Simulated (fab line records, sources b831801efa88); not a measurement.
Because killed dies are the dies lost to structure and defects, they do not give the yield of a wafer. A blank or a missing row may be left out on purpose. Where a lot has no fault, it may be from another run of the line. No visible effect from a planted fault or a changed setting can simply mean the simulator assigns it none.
A struck lot beside a sound one ; flow sky130 ; 17 out of 708 route steps
Sound: the wafers L847.2, L847.4, L847.6. Wafers struck: L833.2, L833.3, L833.4. Last of all comes the cause.
For every step that has rows: the tool of each side, followed by ch and its chambers, followed by its first start. Under that, the readings that differ: sound wafers ; struck wafers ; difference of the means ; sigmas: that difference in standard deviations of wafers without a fault.
alike: readings with means less than 2 such deviations apart, plus words and numbers identical on both sides. not compared: withheld readings, readings lacking a value on some wafer, bounds such as >300 that could conceal the same value, and numbers that have no deviation in the record and whose values overlap.
A row with sigmas, a row that says differs or no value, or rows on one side alone: a step with any of these is where the two part. When numbers do not overlap yet have no deviation, they are printed without sigmas and do not part them. A reading missing from all wafers of one side parts the sides only when that side holds two or more wafers.

SKY_LDD_HVN_OVL_MEAS_07:
  sound on overlay-02 at day 27 11:48; struck on overlay-02 at day 22 03:00
  alike: LDD_HVN_OVL
next, for these wafers, 1 step has no rows: SKY_LDD_HVN_IMPLANT_08.
SKY_LDD_HVN_STRIP_09: strips in O2/N2.
  sound on plasma asher-02 ch 0,1, day 27 11:59; struck on plasma asher-03 ch 0,1, day 22 03:28
reading;sound;struck;difference;sigmas
drypump motor current A (A);6.4 6.3 6.3;5.0 5.0 5.8;-1.1;-2
  alike: chamber pressure mTorr, oes product au, strip time to endpoint s
  not compared: rf hours counter h
SKY_LDD_HVN_TW_MEAS_10:
  sound on film metro-01 at day 27 12:05; struck on film metro-01 at day 22 03:35
reading;sound;struck;difference;sigmas
LDD_HVN_TW;1452 1460 1452;1442 1440 1439;-14;-2
then, 7 steps without rows for these wafers: SKY_LDD_HVP_DEHYDRATE_00 (time 60 s); SKY_LDD_HVP_HMDS_01 (prime time 60 s); SKY_LDD_HVP_COAT_02 (resist thk 300 nm); SKY_LDD_HVP_SOFTBAKE_03 (time 60 s); SKY_LDD_HVP_EXPOSE_04 (exposes mask HVPTM, target cd 700 nm); SKY_LDD_HVP_PEB_05; SKY_LDD_HVP_DEVELOP_06 (develop time 60 s).
SKY_LDD_HVP_OVL_MEAS_07:
  sound on overlay-01 at day 28 16:45; struck on overlay-01 at day 23 08:56
  alike: LDD_HVP_OVL
SKY_LDD_HVP_IMPLANT_08:
  sound on implanter-03 ch 0, day 28 16:49; struck on implanter-03 ch 0, day 23 09:25
SKY_LDD_HVP_STRIP_09: strips in O2/N2.
  sound on plasma asher-02 ch 0,1, day 28 16:56; struck on plasma asher-03 ch 0,1, day 23 09:32
  alike: chamber pressure mTorr, drypump motor current A, oes product au, strip time to endpoint s
  not compared: rf hours counter h
SKY_LDD_HVP_TW_MEAS_10:
  sound on film metro-01 at day 28 17:02; struck on film metro-03 at day 23 09:38
reading;sound;struck;difference;sigmas
LDD_HVP_TW;460 461 461;562 563 559;+101;+29
then, 1 step without rows for these wafers: SKY_LDD_LDN_DEHYDRATE_00 (time 60 s).
-- a jump in the record: the struck wafers' starts before and after are 24 days apart (it breaks off in module LDD_LDN and resumes in module PAD_OPEN, where the first step shown is number 708 of the route) --
SKY_PAD_OPEN_PROBE_99:
  sound on prober-02 at day 50 13:45; struck on prober-02 at day 47 01:24
reading;sound;struck;difference;sigmas
model.etest.tip_p_5v.rs ohm sq;2894 2862 2872;1780 1765 1762;-1107;
model.etest.pfet g5v0d10v5.r on ohm um;4793 4861 4836;4341 4322 4406;-474;
model.etest.pfet g5v0d10v5.drive ua um;335.2 335.9 333;373.7 376 368.6;+38.1;
model.etest.tip_p_5v.rs ohm sq range;85.02 98.99 106.6;63.68 58.37 47.66;-40.30;
model.etest.pfet g5v0d10v5.off log10 a um;-12.83 -12.74 -13.08;-11.23 -11.34 -11.56;+1.51;
model.etest.ring_5v.delay ps;44.97 44.88 45.76;43.5 43.27 43.93;-1.6;
model.etest.pfet g5v0d10v5.vt sat v (V);-0.6576 -0.6548 -0.67;-0.5243 -0.5404 -0.554;+0.1212;
  alike: killed_at_M0_to_M3, killed_at_M4_up, killed at contacts, killed at front end, killed at other, killed dies, killed open, killed short

WHERE THEY PART
First at SKY_LDD_HVN_STRIP_09; last, within this record, at SKY_LDD_HVP_TW_MEAS_10. Later steps at which nothing parts them and some readings are alike: SKY_PAD_OPEN_PROBE_99.

WHY: what the simulator had put in
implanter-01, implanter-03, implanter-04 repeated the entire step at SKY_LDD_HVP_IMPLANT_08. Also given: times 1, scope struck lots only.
